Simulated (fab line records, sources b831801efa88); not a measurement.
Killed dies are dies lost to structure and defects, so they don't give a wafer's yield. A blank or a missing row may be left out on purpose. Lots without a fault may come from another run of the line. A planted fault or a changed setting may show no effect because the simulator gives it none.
Which tool did it? | flow sky130 | 12 lots, 36 wafers sampled, at 4 steps of a route of 708

WHAT THE GAUGES READ, wafer by wafer
SKY_FIELD_ISO_THK_MEAS_23. Usual: FIELD_ISO_OXIDATION_01_THK 10.01 nm, standard deviation 0.15.
lot  | measured    | on            | FIELD_ISO_OXIDATION_01_THK (nm) | flag
L402 | day 2 16:04 | film_metro-02 | 9.87 10.00 9.90                 |
L405 | day 3 03:11 | film_metro-03 | 10.04 9.78 9.85                 |
L406 | day 3 14:18 | film_metro-02 | 9.77 9.84 9.93                  |
L407 | day 4 03:01 | film_metro-02 | 9.90 10.14 9.97                 |
L408 | day 4 03:02 | film_metro-03 | 10.20 10.42 10.08               |
L413 | day 5 01:16 | film_metro-02 | 10.10 10.01 10.14               |
L414 | day 5 06:07 | film_metro-01 | 10.08 10.06 10.08               |
L416 | day 5 15:23 | film_metro-02 | 9.98 10.00 10.05                |
L418 | day 6 00:55 | film_metro-02 | 9.97 9.98 9.98                  |
L421 | day 6 16:39 | film_metro-02 | 10.15 9.99 10.27                |
L422 | day 6 20:44 | film_metro-01 | 10.09 9.90 9.99                 |
L424 | day 7 10:44 | film_metro-02 | 9.79 9.93 9.83                  |

SKY_VT_ADJUST_HVTP_CD_MEAS_07: target cd 380 nm. Usual: cd_nm 379.3 nm, standard deviation 2.4.
lot  | measured     | on        | cd_nm (nm)        | flag
L402 | day 6 22:25  | cd_sem-01 | 382.6 384.9 383.1 |
L405 | day 7 10:35  | cd_sem-02 | 375.0 374.2 376.8 |
L406 | day 7 23:56  | cd_sem-01 | 378.2 379.7 380.0 |
L407 | day 8 14:54  | cd_sem-02 | 383.2 384.3 383.6 |
L408 | day 8 17:18  | cd_sem-02 | 376.6 376.3 378.7 |
L413 | day 9 10:48  | cd_sem-02 | 380.7 380.7 381.6 |
L414 | day 9 13:28  | cd_sem-01 | 380.9 378.7 378.5 |
L416 | day 10 03:27 | cd_sem-01 | 377.9 379.1 378.7 |
L418 | day 10 18:35 | cd_sem-01 | 378.5 378.1 379.0 |
L421 | day 11 09:47 | cd_sem-02 | 377.6 377.8 378.3 |
L422 | day 11 16:14 | cd_sem-02 | 376.0 375.8 375.6 |
L424 | day 12 06:28 | cd_sem-02 | 375.7 379.7 379.5 |

SKY_VT_ADJUST_NCORE_TW_MEAS_11. Usual: VT_ADJUST_NCORE_TW 219.9, standard deviation 2.2.
lot  | measured     | on            | VT_ADJUST_NCORE_TW | flag
L402 | day 9 11:28  | film_metro-02 | 223.0 223.7 221.8  |
L405 | day 10 03:40 | film_metro-03 | 218.4 218.0 218.3  |
L406 | day 10 17:27 | film_metro-03 | 217.8 218.0 218.0  |
L407 | day 11 09:44 | film_metro-01 | 220.8 219.7 221.0  |
L408 | day 11 12:50 | film_metro-03 | 217.4 215.3 217.3  |
L413 | day 12 09:51 | film_metro-01 | 220.6 221.4 219.6  |
L414 | day 12 11:53 | film_metro-01 | 220.7 219.4 220.6  |
L416 | day 13 03:03 | film_metro-03 | 227.4 225.8 227.7  | OFF
L418 | day 13 20:01 | film_metro-03 | 227.1 227.1 227.0  | OFF
L421 | day 14 14:02 | film_metro-01 | 228.8 228.9 229.3  | OFF
L422 | day 14 19:49 | film_metro-03 | 218.6 219.0 219.1  |
L424 | day 15 10:38 | film_metro-02 | 221.9 221.5 222.1  |

WHICH TOOL RAN EACH LOT (tool, then ch and the chambers of the sampled wafers, then the start)
lot  | SKY_VT_ADJUST_NCORE_IMPLANT_09
L402 | implanter-04 ch 0, day 9 11:13
L405 | implanter-04 ch 0, day 10 03:26
L406 | implanter-02 ch 0, day 10 17:13
L407 | implanter-04 ch 0, day 11 09:30
L408 | implanter-02 ch 0, day 11 12:37
L413 | implanter-04 ch 0, day 12 09:37
L414 | implanter-04 ch 0, day 12 11:38
L416 | implanter-04 ch 0, day 13 02:50
L418 | implanter-04 ch 0, day 13 19:46
L421 | implanter-04 ch 0, day 14 13:47
L422 | implanter-01 ch 0, day 14 19:35
L424 | implanter-02 ch 0, day 15 10:23
- SKY_VT_ADJUST_NCORE_IMPLANT_09

WHAT THE TOOLS THEMSELVES READ (means of the sampled wafers that have a number; where no wafer has one, the mark that the record gives instead)
SKY_VT_ADJUST_NCORE_IMPLANT_09. Usual: beam_energy_keV 10.000, standard deviation 0.0033.
lot  | tool         | beam_energy_keV | flag
L402 | implanter-04 | 10.000          |
L405 | implanter-04 | 10.004          |
L406 | implanter-02 | 9.999           |
L407 | implanter-04 | 10.000          |
L408 | implanter-02 | 9.999           |
L413 | implanter-04 | 10.001          |
L414 | implanter-04 | 9.997           |
L416 | implanter-04 | 12.145          | OFF
L418 | implanter-04 | 12.152          | OFF
L421 | implanter-04 | 12.146          | OFF
L422 | implanter-01 | 9.998           |
L424 | implanter-02 | 10.003          |

THE ANSWER, worked out from the rows above alone
Rule: a lot is off if the mean of its wafers that have a number lies more than 3 standard deviations from the usual mean. A lot without any number at a reading at which 4 lots or more have one is off too. The other lots that the step has rows for count as sound. The gauges are gone through in route order, then the tools' own readings, and for those a lot's mean is taken as printed above. The first step at which some lot is off is used, and at that step the reading that is off furthest; a lot without a number counts as furthest.
Off: L416, L418, L421, at SKY_VT_ADJUST_NCORE_TW_MEAS_11 (VT_ADJUST_NCORE_TW).
A tool fits if, at a process step before that reading, it ran every lot that is off, and no sound lot after the first of them. The gauges at SKY_VT_ADJUST_NCORE_TW_MEAS_11 aren't tried: what is off there is off at SKY_VT_ADJUST_NCORE_IMPLANT_09 too, on other tools, and a gauge's error can't cause that. One fits: implanter-04 at SKY_VT_ADJUST_NCORE_IMPLANT_09. Its last sound lot is L414 (day 12 11:38), its first lot that is off L416 (day 13 02:50): a fault that began between those two fits.
The tool's own readings at SKY_VT_ADJUST_NCORE_IMPLANT_09 bear it out: on the lots that are off they differ by more than 5 times the standard deviation of the sound lots' means. beam_energy_keV reads 12.148 there against 10.000 on the sound lots.

WHAT THE SIMULATOR HAD PUT IN
Process parameter drift: implanter-04, from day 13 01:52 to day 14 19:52, at SKY_VT_ADJUST_NCORE_IMPLANT_09. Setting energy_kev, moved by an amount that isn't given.
Lots struck among those shown: L416, L418, L421. The rule above found the same.
